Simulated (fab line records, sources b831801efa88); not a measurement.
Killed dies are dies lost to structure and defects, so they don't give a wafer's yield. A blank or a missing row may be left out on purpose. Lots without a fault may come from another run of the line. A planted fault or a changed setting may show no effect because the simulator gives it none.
fab line records | flow gf180mcu | part 2 of 2: steps 32 to 41 of 41
record lots=5 wafers=15 last_day=34
route steps=602 shown M2@368 V2@382
lots that met no fault: from a run of the same line without faults
start_h: hours from the record's first day to the start of the lot's first wafer shown | wait_h: hours since the lot's step before | " the same as in the row above | L1.1+2: a row that stands for several wafers | - no value, or no start given | * or withheld: withheld | < > ~ a bound
route shown NAME@n: a module of which the file shows steps, and the number in the route of the first | usual: mean/standard deviation of fault-free wafers | same: alike in all rows | chamber/n: place in a boat | sites: the reading at each site | _std_site: their standard deviation | _edge_site: outer sites' mean less inner sites' | radius_mm: how far each site lies from the wafer's centre | mask NAME#n: copy n | behind: the tool/chamber that last shaped the wafer | hold: why the lot was held/for how many hours/how that ended | device: the transistor (n, p or np) that didn't switch | end of line: the same wafers' tests at the end of the route | a step without rows: its recipe alone | killed: dies lost to structure and defects at the first sort, not the wafer's yield | map: a wafer's dies, x killed, . not, _ none there
set.NAME: the setting as run; set.NAME@STEP: as run at that earlier step | model.NAME: the simulator's own value behind a step, which no gauge read
lots at some steps of the route; a table a step, a row a wafer
services: from which hour (start_h, from the record's first day; less than 0 if before it) a tool's chamber was out of use, for how many hours, and why
## steps
# step GF_V2_ETCH_17
# recipe chemistry=C4F8/O2/Ar mask_material=KrF target=SiO2 stop_on=TiN source_w=1500 bias_w=1200 pressure_mtorr=40 c4f8_flow_sccm=withheld O2_flow_sccm=6 Ar_flow_sccm=300 time_s=withheld target_depth_a=6300
# usual oes_product_au=0.855/0.0045
# columns lot.wafer tool chamber start_h wait_h oes_product_au
L074.3 rie_diel-01 3 - - 0.849
L074.4 " 0 " " 0.855
L074.6 " 1 " " 0.849
L083.1 rie_diel-03 2 - - 0.846
L083.4 " 3 " " 0.855
L083.5 " 0 " " 0.862
L089.2 rie_diel-01 3 - - 0.848
L089.5 " 2 " " 0.854
L089.6 " 3 " " 0.854
L091.4 rie_diel-04 0 - - 0.855
L091.5 " 2 " " 0.859
L091.6 " 3 " " 0.862
L096.2 rie_diel-01 1 - - 0.848
L096.4 " 2 " " 0.860
L096.5 " 3 " " 0.850
# step GF_V2_STRIP_18
# recipe chemistry=O2/N2 power_w=1400 pressure_mtorr=1500 platen_temp_c=250 o2_flow_sccm=3000 n2_flow_sccm=300 overash_fraction=0.5
# usual drypump_motor_current_A=5.8/0.4 heater_power_w=331/22 oes_product_au=0.593/0.0046
# columns lot.wafer tool chamber start_h wait_h drypump_motor_current_A heater_power_w oes_product_au rf_hours_counter_h
L074.3 plasma_asher-01 1 464.22 - 6.0 330 0.587 -
L074.4 " 0 " " 5.6 305 0.595 -
L074.6 " 1 " " 6.0 330 0.598 -
L083.1 plasma_asher-04 0 547.62 - 6.3 343 0.590 12
L083.4 " 1 " " 5.3 317 0.591 -
L083.5 " 1 " " 5.3 317 0.600 -
L089.2 plasma_asher-03 1 590.20 - 5.4 319 0.592 99
L089.5 " 0 " " 6.2 376 0.594 -
L089.6 " 1 " " 5.4 321 0.588 -
L091.4 plasma_asher-04 0 604.70 - 6.3 339 0.594 -
L091.5 " 1 " " 5.3 325 0.585 -
L091.6 " 0 " " 6.3 339 0.597 -
L096.2 plasma_asher-04 0 644.87 - 6.2 343 0.589 21
L096.4 " 0 " " 6.2 338 0.588 -
L096.5 " 1 " " 5.3 316 0.594 -
# step GF_V2_STRIP_19
# recipe chemistry=post_etch_residue_remover time_s=1200 temp_c=72.5
# columns lot.wafer tool chamber start_h wait_h
L074.3+4+6 wet_bench-02 3 464.29 0.0
L083.1+4+5 wet_bench-04 1 547.72 0.1
L089.2+5+6 wet_bench-04 1 590.30 0.1
L091.4+5+6 wet_bench-03 2 604.77 0.0
L096.2+4+5 wet_bench-03 2 644.97 0.1
# step GF_V2_CLEAN_20
# recipe chemistry=DIW dry=n2_spin
# columns lot.wafer tool chamber start_h wait_h
L074.3+4+6 wet_bench-04 2 464.63 0.0
L083.1+4+5 wet_bench-02 2 548.40 0.0
L089.2+5+6 wet_bench-03 0 590.64 0.0
L091.4+5+6 wet_bench-04 3 605.11 0.0
L096.2+4+5 wet_bench-03 3 645.31 0.0
# step GF_V2_SPUTTER_21
# recipe material=Ti target_thk_nm=15 chamber_pressure_pa=5 power_w=2500 substrate_temp_c=200 time_s=80.02
# usual throttle_valve_pct=30.5/1.6
# columns lot.wafer tool chamber start_h wait_h throttle_valve_pct
L074.3 pvd_sputter-04 - 464.72 0.0 31.7
L074.4 " - " " 31.1
L074.6 " - " " 31.1
L083.1 pvd_sputter-03 - 548.49 0.0 32.5
L083.4 " - " " 30.3
L083.5 " - " " 32.9
L089.2 pvd_sputter-03 - 590.73 0.0 32.9
L089.5 " - " " 27.6
L089.6 " - " " 31.8
L091.4 pvd_sputter-03 - 605.20 0.0 27.8
L091.5 " - " " 29.7
L091.6 " - " " 31.6
L096.2 pvd_sputter-03 - 645.40 0.0 30.0
L096.4 " - " " 31.8
L096.5 " - " " 32.1
# step GF_V2_SPUTTER_22
# recipe material=TiN target_thk_nm=10 chamber_pressure_pa=5 power_w=4000 time_s=40
# usual throttle_valve_pct=30.5/1.6
# columns lot.wafer tool chamber start_h wait_h throttle_valve_pct
L074.3 pvd_sputter-04 - 464.78 0.0 31.5
L074.4 " - " " 31.1
L074.6 " - " " 31.0
L083.1 pvd_sputter-03 - 548.55 0.0 33.2
L083.4 " - " " 29.9
L083.5 " - " " 32.8
L089.2 pvd_sputter-03 - 590.79 0.0 32.6
L089.5 " - " " 27.6
L089.6 " - " " 31.7
L091.4 pvd_sputter-03 - 605.26 0.0 27.9
L091.5 " - " " 30.0
L091.6 " - " " 31.6
L096.2 pvd_sputter-03 - 645.46 0.0 29.9
L096.4 " - " " 31.7
L096.5 " - " " 31.7
# step GF_V2_CVD_23
# recipe material=W target_thk_nm=350 time_s=104.94 temp_c=400 pressure_torr=40
# usual heater_power_w=898/57
# columns lot.wafer tool chamber start_h wait_h heater_power_w
L074.3 cvd_w-02 1 464.86 0.1 872
L074.4 " 0 " " 862
L074.6 " 1 " " 862
L083.1 cvd_w-01 1 548.59 0.0 862
L083.4 " 1 " " 853
L083.5 " 0 " " 1007
L089.2 cvd_w-02 1 590.83 0.0 850
L089.5 " 1 " " 865
L089.6 " 0 " " 877
L091.4 cvd_w-02 1 605.34 0.1 846
L091.5 " 1 " " 843
L091.6 " 0 " " 856
L096.2 cvd_w-01 0 645.50 0.0 993
L096.4 " 0 " " 983
L096.5 " 0 " " 1023
# step GF_V2_RS_MEAS_24
# recipe thk_meas_gauge=four-point-probe reads=W_of_V2_CVD_23+TiN_of_V2_SPUTTER_22+Ti_of_V2_SPUTTER_21
# usual V2_W_RS=0.329/0.0035
# columns lot.wafer tool chamber start_h wait_h V2_W_RS[ohm/sq]
L074.3 film_metro-04 - 464.98 0.1 0.330
L074.4 " - " " 0.330
L074.6 " - " " 0.331
L083.1 film_metro-03 - 548.71 0.1 0.325
L083.4 " - " " 0.328
L083.5 " - " " 0.323
L089.2 film_metro-01 - 590.96 0.1 0.330
L089.5 " - " " 0.330
L089.6 " - " " 0.331
L091.4 film_metro-03 - 605.47 0.1 0.327
L091.5 " - " " 0.330
L091.6 " - " " 0.331
L096.2 film_metro-03 - 645.63 0.1 0.331
L096.4 " - " " 0.330
L096.5 " - " " 0.327
# step GF_V2_THK_MEAS_25
# recipe thk_meas_gauge=xrf reads=W_of_V2_CVD_23
# usual V2_W_THK=348/4.8
# columns lot.wafer tool chamber start_h wait_h V2_W_THK[nm]
L074.3 film_metro-04 - 465.08 0.1 344
L074.4 " - " " 342
L074.6 " - " " 342
L083.1 film_metro-03 - 548.83 0.1 354
L083.4 " - " " 351
L083.5 " - " " 355
L089.2 film_metro-01 - 591.07 0.1 347
L089.5 " - " " 345
L089.6 " - " " 345
L091.4 film_metro-03 - 605.56 0.1 351
L091.5 " - " " 349
L091.6 " - " " 347
L096.2 film_metro-03 - 645.74 0.1 348
L096.4 " - " " 347
L096.5 " - " " 354
# step GF_V2_CMP_26
# recipe stop_on=SiO2 down_force_psi=3.5 platen_rpm=60 t_overpolish_s=15 target_thk_nm=0 pad_velocity_m_s=0.94248
# usual head_pressure_psi=3.499/0.0078 motor_current_A=11.5/1.2 overpolish_run_s=15.000/0.01 time_to_endpoint_s=84/4.7
# same t_overpolish_s=15
# columns lot.wafer tool chamber start_h wait_h head_pressure_psi motor_current_A overpolish_run_s time_to_endpoint_s
L074.3 cmp-01 1 465.12 0.0 3.495 11.6 15.006 88
L074.4 " 3 " " 3.501 13.4 14.985 82
L074.6 " 1 " " 3.509 11.9 14.979 84
L083.1 cmp-01 2 548.99 0.1 3.513 12.5 15.014 79
L083.4 " 3 " " 3.506 13.4 14.990 82
L083.5 " 1 " " 3.515 12.1 15.003 87
L089.2 cmp-02 1 591.12 0.0 3.507 11.6 14.990 79
L089.6 " 1 " " 3.509 11.7 15.002 84
L089.5 " 2 " " 3.502 8.7 14.990 89
L091.4 cmp-02 1 605.74 0.2 3.506 12.3 15.015 94
L091.6 " 2 " " 3.519 9.3 14.988 94
L091.5 " 3 " " 3.503 10.9 15.003 98
L096.4 cmp-02 0 645.84 0.1 3.503 11.1 15.011 81
L096.2 " 2 " " 3.497 8.6 14.995 84
L096.5 " 3 " " 3.499 11.2 14.991 89
## services
# columns tool chamber start_h hours kind
cmp-02 - 403.36 5.9 pm
cmp-02 - 409.37 0.4 repair
krf_scanner-02 - 415.46 0.9 repair
plasma_asher-04 - 421.25 9.0 pm
krf_scanner-02 - 444.15 3.5 repair
cmp-02 - 450.09 5.6 repair
pvd_sputter-03 - 453.06 13.1 repair
krf_scanner-02 - 457.35 4.1 repair
krf_scanner-02 - 478.77 2.4 repair
rie_diel-01 - 482.46 2.8 pm
krf_scanner-02 - 505.57 1.3 pm
pvd_sputter-03 - 520.81 3.6 repair
rie_diel-01 - 543.56 0.7 repair
krf_scanner-02 - 543.82 4.4 pm
wet_bench-04 - 546.82 0.7 repair
krf_scanner-02 - 548.20 1.0 pm
plasma_asher-04 - 550.29 3.8 repair
cmp-02 - 572.39 4.0 pm
rie_diel-01 3 575.70 7.0 repair
rie_diel-01 1 583.02 17.3 repair
rie_diel-01 - 587.02 0.4 repair
krf_scanner-02 - 590.22 10.6 repair
rie_diel-01 0 591.04 7.9 repair
cmp-02 - 591.66 0.7 repair
